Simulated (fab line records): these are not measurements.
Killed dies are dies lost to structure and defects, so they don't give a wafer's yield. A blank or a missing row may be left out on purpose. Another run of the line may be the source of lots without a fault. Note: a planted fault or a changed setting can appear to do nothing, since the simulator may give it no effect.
A lot that was struck, set against a sound lot    flow sky130    14 out of 708 route steps
Sound: wafers L249.3, L249.4, L249.6. Wafers L259.1, L259.2, L259.4 were the ones struck. The cause is named last.
Per side, at each step with rows, come the tool, then ch with its chambers, and then its first start. Under that, the readings that differ: sound wafers    struck wafers    difference of the means    sigmas: that difference in standard deviations of wafers without a fault.
alike: readings with means less than 2 such deviations apart, plus words and numbers identical on both sides. not compared: withheld readings, readings lacking a value on some wafer, bounds such as >300 that could conceal the same value, and numbers that have no deviation in the record and whose values overlap.
The two part at a step that has a row with sigmas, a row that says differs or no value, or rows on one side only. Numbers that don't overlap but have no deviation are shown without sigmas and don't part them. A reading that every wafer of one side lacks parts them only if that side has two wafers or more.

SKY_METAL1_SPUTTER_02: material AlCu, target thk 250 nm, time 13.3 s.
  struck on pvd_sputter-02, day 36 22:50; sound on pvd_sputter-04, day 33 17:35
  alike: throttle_valve_pct
SKY_METAL1_SPUTTER_03: material Ti, target thk 5 nm, time 3.3 s.
  struck on pvd_sputter-02, day 36 22:52; sound on pvd_sputter-04, day 33 17:37
  alike: throttle_valve_pct
SKY_METAL1_SPUTTER_04: material TiN, target thk 70 nm, time 58.3 s.
  struck on pvd_sputter-02, day 36 22:53; sound on pvd_sputter-04, day 33 17:38
  alike: throttle_valve_pct
SKY_METAL1_RS_MEAS_05: a four-point-probe measurement.
  struck on film_metro-04, day 36 22:56; sound on film_metro-02, day 33 17:43
  alike: METAL1_ALCU_RS
SKY_METAL1_THK_MEAS_06: measures by xrf.
  struck on film_metro-04, day 36 23:03; sound on film_metro-02, day 33 17:49
  alike: METAL1_ALCU_THK
then, 7 steps without rows for these wafers: SKY_METAL1_DEHYDRATE_07 (time 60 s); SKY_METAL1_HMDS_08 (prime time 60 s); SKY_METAL1_COAT_09 (resist thk 60 nm); SKY_METAL1_COAT_10 (resist thk 450 nm); SKY_METAL1_SOFTBAKE_11 (time 90 s); SKY_METAL1_EXPOSE_12 (exposes mask MM1, target cd 140 nm); SKY_METAL1_PEB_13.
SKY_METAL1_DEVELOP_14: develop time 60 s.
  struck on litho_track-02, day 38 01:00; sound on litho_track-02 ch 0, day 34 20:00
  no value came back on the struck wafers for chill_plate_temp_C (C), develop_time_s (s); on the sound wafers chill_plate_temp_C (C) reads 23.12 23.16 22.99
reading                                        sound            struck             difference  sigmas
model.KrF-thick_of_METAL1_COAT_10.thk_nm (nm)  436 437.3 436.1  450.5 448.9 450.8  +13.6       
SKY_METAL1_CD_MEAS_15 targets a cd of 140 nm.
  struck on cd_sem-02, day 38 01:11; sound on cd_sem-02, day 34 20:37
reading     sound              struck  difference                     sigmas
cd_nm (nm)  138.3 137.2 137.0  - - -   no value on the struck wafers  

WHERE THEY PART
Earliest at SKY_METAL1_DEVELOP_14; latest, in this record, at SKY_METAL1_CD_MEAS_15.

WHY: what had been put in by the simulator
Step skipped in full: litho_track-02, at SKY_METAL1_DEVELOP_14, from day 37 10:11 onward. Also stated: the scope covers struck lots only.
